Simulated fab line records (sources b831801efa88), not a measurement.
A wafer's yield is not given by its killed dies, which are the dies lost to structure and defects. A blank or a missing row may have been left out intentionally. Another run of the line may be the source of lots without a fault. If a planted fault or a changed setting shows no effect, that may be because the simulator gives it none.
Which tool was responsible? || flow sfq line || route of 325 steps, sampled at 1 step: 7 lots, 21 wafers

## WHAT EACH GAUGE READ, for each wafer
SFQ_I6_BOW_MEAS_941.
{"lot": "L912", "measured": "day 73 10:19", "on": "film metro-04", "I6_BOW (um)": "5 10 6"}
{"lot": "L914", "measured": "day 74 01:57", "on": "film metro-04", "I6_BOW (um)": "-4 0 2"}
{"lot": "L925", "measured": "day 81 23:26", "on": "film metro-01", "I6_BOW (um)": "-6 -2 -6"}
{"lot": "L928", "measured": "day 82 11:28", "on": "film metro-04", "I6_BOW (um)": "-2 -13 -7"}
{"lot": "L930", "measured": "day 83 17:46", "on": "film metro-04", "I6_BOW (um)": "7 6 11"}
{"lot": "L932", "measured": "day 83 23:11", "on": "film metro-03", "I6_BOW (um)": "0 20 0"}
{"lot": "L934", "measured": "day 84 20:16", "on": "film metro-03", "I6_BOW (um)": "-7 -13 3"}

## WHICH TOOL RAN EACH LOT (tool, then ch and the chambers of the sampled wafers, then the start)
The record holds no process step before these readings.

## THE ANSWER, worked out from the rows above alone
Rule: usual is defined by the lots themselves. Put in order of their means at a reading, lots are off if they are a third of the lots or fewer, leave a main group of 4 or more, and stand apart from it by a gap of 3 or more times the standard deviation of the main group's means; of several such gaps the widest counts. If all means in a main group match to the digits the tables above print for the reading, that group is not used. A lot without any number at a reading at which 4 lots or more have one is off too. Any other lot the step has rows for is counted as sound.
Across all readings shown, no lot is off: no conclusion can be drawn from this.

## WHAT THE SIMULATOR PUT IN
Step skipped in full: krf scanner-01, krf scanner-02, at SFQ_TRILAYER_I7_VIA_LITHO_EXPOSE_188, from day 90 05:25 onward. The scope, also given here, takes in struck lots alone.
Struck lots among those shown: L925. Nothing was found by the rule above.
